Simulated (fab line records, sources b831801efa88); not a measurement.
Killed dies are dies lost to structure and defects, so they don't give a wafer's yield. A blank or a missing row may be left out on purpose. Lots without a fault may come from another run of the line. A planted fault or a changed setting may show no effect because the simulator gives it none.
One fault seen from 2 desks | flow sky130 | each desk has only its own numbers; what lay behind them comes last

THE METROLOGY DESK
What the gauges read, lot by lot, whatever tool the lot ran on: means of the sampled wafers that have a number. A lot is out of limits, marked OUT, if its mean lies more than 4 standard deviations from the usual mean; the brackets give that distance.
Columns: A = PWDE_TW at SKY_PWDE_TW_MEAS_10, usual 372.0; B = NWELL_2_TW at SKY_NWELL_TW_MEAS_26, usual 494.9; C = PWDE_RS at SKY_NWELL_RS_MEAS_31, usual 5280 ohm/sq
lot  | first seen here | A                | B     | C
L790 | day 3 18:53     | 374.7            | 494.8 | 5272
L792 | day 4 12:16     | 370.7            | 495.4 | 5296
L793 | day 4 16:46     | 369.2            | 495.5 | 5264
L794 | day 4 23:05     | 376.6            | 497.2 | 5289
L796 | day 5 08:55     | 369.6            | 495.9 | 5295
L797 | day 5 11:50     | 372.7            | 492.5 | 5276
L798 | day 5 18:32     | 383.4 (+4.6) OUT | 496.0 | 4857 (-24) OUT
L802 | day 6 15:47     | 381.9            | 501.0 | 4997 (-16) OUT
L811 | day 8 19:32     | 367.4            | 494.6 | 5269
L812 | day 8 21:56     | 369.2            | 491.8 | 5266
L813 | day 9 06:20     | 372.1            | 497.5 | 5280
This desk's finding: out of limits on L798, L802; first on L798, day 5 18:32 (PWDE_TW at SKY_PWDE_TW_MEAS_10). In limits: L790, L792, L793, L794, L796, L797, L811, L812, L813.

THE TOOL OWNER'S DESK: implanter-02
The tool's own readings at SKY_PWDE_IMPLANT_08: means of the sampled wafers that have a number, for each lot that ran on this tool. A lot is out of limits, marked OUT, if its mean lies more than 4 standard deviations from the usual mean; the brackets give that distance.
Columns: A = beam_on_s at SKY_PWDE_IMPLANT_08, usual 10.01 s; B = faraday_current_uA at SKY_PWDE_IMPLANT_08, usual 20.3
lot  | first seen here | A                | B
L793 | day 4 16:32     | 10.05            | 20.3
L797 | day 5 11:35     | 9.97             | 20.3
L798 | day 5 18:17     | 11.68 (+7.3) OUT | 17.6 (-6.0) OUT
L802 | day 6 15:32     | 10.87            | 19.0
This desk's finding: out of limits on L798; first on L798, day 5 18:17 (beam_on_s at SKY_PWDE_IMPLANT_08). In limits: L793, L797, L802.

PUT TOGETHER
The tool owner's desk could have raised an alarm at day 5 18:17, on L798.
The metrology desk could have raised an alarm at day 5 18:32, on L798, L802.
The tool owner's desk has L802 on record, within its limits.
Of the lots named, all ran SKY_PWDE_IMPLANT_08 on implanter-02.

WHAT THE SIMULATOR HAD PUT IN
Process parameter drift: implanter-02, from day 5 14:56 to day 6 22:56, at SKY_PWDE_IMPLANT_08. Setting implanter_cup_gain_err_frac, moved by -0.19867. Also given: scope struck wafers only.
Lots struck among those shown: L798, L802.
Hours from the fault's start to each desk's first reading out of limits: the tool owner's desk, 3; the metrology desk, 4.
